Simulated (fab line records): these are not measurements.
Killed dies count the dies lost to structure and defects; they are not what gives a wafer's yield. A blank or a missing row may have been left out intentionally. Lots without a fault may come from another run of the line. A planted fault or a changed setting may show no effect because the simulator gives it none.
Which of the tools did it? + flow sky130 + Sampling: 9 lots, 27 wafers, 4 of 708 route steps

## WHAT THE GAUGES SHOWED, per wafer
SKY_VIA1_RS_MEAS_22: measures by four-point-probe.
| lot  | measured     | on            | VIA1_W_RS (ohm/sq) |
|------|--------------|---------------|--------------------|
| L947 | day 34 06:55 | film-metro-02 | 0.424 0.428 0.427  |
| L953 | day 36 21:13 | film-metro-01 | 0.419 0.428 0.421  |
| L957 | day 37 17:24 | film-metro-01 | 0.363 0.371 0.364  |
| L958 | day 38 07:16 | film-metro-02 | 0.433 0.427 0.430  |
| L959 | day 38 15:22 | film-metro-01 | 0.368 0.368 0.366  |
| L964 | day 40 01:10 | film-metro-01 | 0.435 0.431 0.428  |
| L968 | day 40 21:48 | film-metro-02 | 0.427 0.429 0.430  |
| L969 | day 41 05:43 | film-metro-03 | 0.435 0.425 0.428  |
| L970 | day 41 10:47 | film-metro-01 | 0.424 0.431 0.426  |

## WHAT TOOL EACH LOT RAN ON (gives the tool, then ch and the chambers of the sampled wafers, and finally the start)
| lot  | SKY_METAL1_METAL_ETCH_19          | SKY_VIA1_SPUTTER_20          | SKY_VIA1_CVD_21               |
|------|-----------------------------------|------------------------------|-------------------------------|
| L947 | rie-metal-04 ch 0,1, day 33 02:54 | pvd-sputter-03, day 34 06:45 | cvd-w-01 ch 0,1, day 34 06:49 |
| L953 | rie-metal-04 ch 0, day 35 17:00   | pvd-sputter-01, day 36 21:03 | cvd-w-02 ch 0,1, day 36 21:07 |
| L957 | rie-metal-04 ch 0,1, day 36 13:09 | pvd-sputter-01, day 37 17:15 | cvd-w-02 ch 0,1, day 37 17:19 |
| L958 | rie-metal-04 ch 0,1, day 37 03:16 | pvd-sputter-01, day 38 07:07 | cvd-w-01 ch 0,1, day 38 07:11 |
| L959 | rie-metal-02 ch 0,1, day 37 11:31 | pvd-sputter-01, day 38 15:13 | cvd-w-02 ch 0,1, day 38 15:17 |
| L964 | rie-metal-03 ch 0, day 38 21:22   | pvd-sputter-03, day 40 00:59 | cvd-w-01 ch 0,1, day 40 01:03 |
| L968 | rie-metal-02 ch 0,1, day 39 19:16 | pvd-sputter-04, day 40 21:38 | cvd-w-02 ch 0,1, day 40 21:41 |
| L969 | rie-metal-02 ch 0,1, day 40 03:33 | pvd-sputter-01, day 41 05:32 | cvd-w-02 ch 0,1, day 41 05:36 |
| L970 | rie-metal-02 ch 0,1, day 40 08:42 | pvd-sputter-03, day 41 10:38 | cvd-w-02 ch 0,1, day 41 10:41 |
- SKY_METAL1_METAL_ETCH_19: etches the open film in Cl2/BCl3, stops on SiO2, target depth 360 nm, time 78 s.
- SKY_VIA1_SPUTTER_20: material TiN, target thk 20 nm, time 80 s.
- SKY_VIA1_CVD_21: deposits W, target thk 270 nm, time 80.902 s.

## THE ANSWER, worked out from the rows above alone
Rule: the lots themselves supply what counts as usual. The widest of any qualifying gaps counts: lots, ordered by their means at a reading, are off when they make up no more than a third of the lots, leave a main group of 4 or more, and stand apart from it by 3 or more times the standard deviation of that group's means. Not used: any main group whose means are identical at the precision the tables above print for the reading. Also off: a lot with no number at a reading for which 4 or more lots have one. Where the step has rows for the other lots, those lots are counted as sound.
Off: L957, L959, at SKY_VIA1_RS_MEAS_22 (VIA1_W_RS). Mean 0.428 ohm/sq and standard deviation 0.0027 in the main group.
A tool fits if, at a process step before that reading, it ran every lot that is off, and no sound lot after the first of them. Those tools and the gauges at SKY_VIA1_RS_MEAS_22 are tried in the same way. Of those tried, none fits.

## WHAT THE SIMULATOR HAD PUT IN
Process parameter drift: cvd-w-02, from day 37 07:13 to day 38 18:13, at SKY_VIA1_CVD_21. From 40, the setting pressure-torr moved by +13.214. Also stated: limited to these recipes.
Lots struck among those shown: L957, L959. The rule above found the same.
